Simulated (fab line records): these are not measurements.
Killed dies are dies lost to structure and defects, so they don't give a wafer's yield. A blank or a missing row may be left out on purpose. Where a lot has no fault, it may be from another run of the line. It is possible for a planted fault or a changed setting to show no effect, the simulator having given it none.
Which tool is to blame?	flow gf180mcu	Sampling: 7 lots, 21 wafers, 2 of 602 route steps

## WHAT THE GAUGES SHOWED, per wafer
GF_V2_OVL_MEAS_15.
lot	measured	on	V2_OVL (nm)
L342	day 22 23:16	overlay-02	-3 -6 -1
L344	day 23 15:56	overlay-01	2 -1 1
L347	day 24 16:13	overlay-01	-9 -1 -6
L351	day 25 19:05	overlay-01	2 1 4
L353	day 26 13:02	overlay-02	- - -
L362	day 28 21:19	overlay-01	4 -1 2
L364	day 29 05:50	overlay-02	-3 9 9

## EACH LOT AND THE TOOL THAT RAN IT (in order: tool; ch and the chambers of the sampled wafers; start)
lot	GF_V2_PEB_12
L342	litho_track-01 ch 0, day 22 22:48
L344	litho_track-04 ch 0, day 23 15:30
L347	litho_track-02 ch 0, day 24 15:45
L351	litho_track-04 ch 0, day 25 18:37
L353	litho_track-02, day 26 12:35
L362	litho_track-02 ch 0, day 28 20:53
L364	litho_track-01 ch 0, day 29 05:25
- GF_V2_PEB_12: peb time 90 s.

## THE ANSWER, worked out from the rows above alone
Rule: the lots themselves supply what counts as usual. Put in order of their means at a reading, lots are off if they are a third of the lots or fewer, leave a main group of 4 or more, and stand apart from it by a gap of 3 or more times the standard deviation of the main group's means; of several such gaps the widest counts. If all means in a main group match to the digits the tables above print for the reading, that group is not used. A lot without any number at a reading at which 4 lots or more have one is off too. Where the step has rows for the other lots, those lots are counted as sound.
Off: L353, at GF_V2_OVL_MEAS_15 (V2_OVL). Without a number there: L353. Mean 0 nm and standard deviation 3.5 in the main group.
A tool fits if, at a process step before that reading, it ran every lot that is off, and no sound lot after the first of them. Those tools and the gauges at GF_V2_OVL_MEAS_15 are tried in the same way. Not one of the candidates tried fits.

## WHAT THE SIMULATOR PUT IN
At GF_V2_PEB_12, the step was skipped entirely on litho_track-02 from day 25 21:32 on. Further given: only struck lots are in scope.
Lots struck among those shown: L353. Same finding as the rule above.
